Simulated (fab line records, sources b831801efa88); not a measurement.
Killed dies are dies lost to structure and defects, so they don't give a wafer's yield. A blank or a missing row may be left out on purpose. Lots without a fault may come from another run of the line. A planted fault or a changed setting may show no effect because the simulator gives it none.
Chamber matching | flow gf180mcu | GF_SAB_CVD_00 on pecvd-02: 3 sister chambers
The step deposits SiO2 from TEOS, target thk 50 nm, time 4.9302 s. 6 wafers are shown with their chamber, then 7 later ones without.

WAFERS WITH THEIR CHAMBER
wafer  | chamber | heater_power_w (W) | susceptor_temp_C (C)
L793.6 | 2       | 744                | 400.08
L797.5 | 2       | 708                | 399.99
L798.4 | 1       | 593                | 400.46
L798.6 | 0       | 623                | 400.24
L799.2 | 0       | 646                | 399.74
L799.3 | 1       | 634                | 400.28

WAFERS WITHOUT THEIR CHAMBER
wafer  | heater_power_w (W) | susceptor_temp_C (C)
L799.4 | 657                | 399.81
L808.2 | 680                | 399.77
L808.3 | 750                | 399.79
L808.4 | 760                | 399.95
L809.2 | 676                | 399.95
L809.3 | 559                | 400.06
L809.5 | 572                | 399.91

WHICH CHAMBER EACH WENT THROUGH
wafer  | from the rows above          | in truth
L799.4 | can't be placed: 0 or 2 or 1 | 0
L808.2 | can't be placed: 0 or 2 or 1 | 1
L808.3 | 2                            | 2
L808.4 | 2                            | 2
L809.2 | can't be placed: 0 or 2 or 1 | 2
L809.3 | can't be placed: 1 or 0      | 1
L809.5 | can't be placed: 0 or 1      | 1
Placed correctly: 2 of 7. Can't be placed from these rows: 5 (the true chamber is among the candidates in 5). Placed wrongly: 0.
How it was worked out, from the rows above alone: a wafer's distance from a chamber is the root of the sum, over the readings, of the square of ((its reading less the chamber's mean) divided by the reading's scatter). The wafer belongs to the nearest chamber; if the next one is less than 2 further off, it can't be placed. A chamber's mean is the mean of its shown wafers. The scatter: the root of (the sum of the squares of (reading less its chamber's mean) over the shown wafers, divided by (wafers less chambers)).
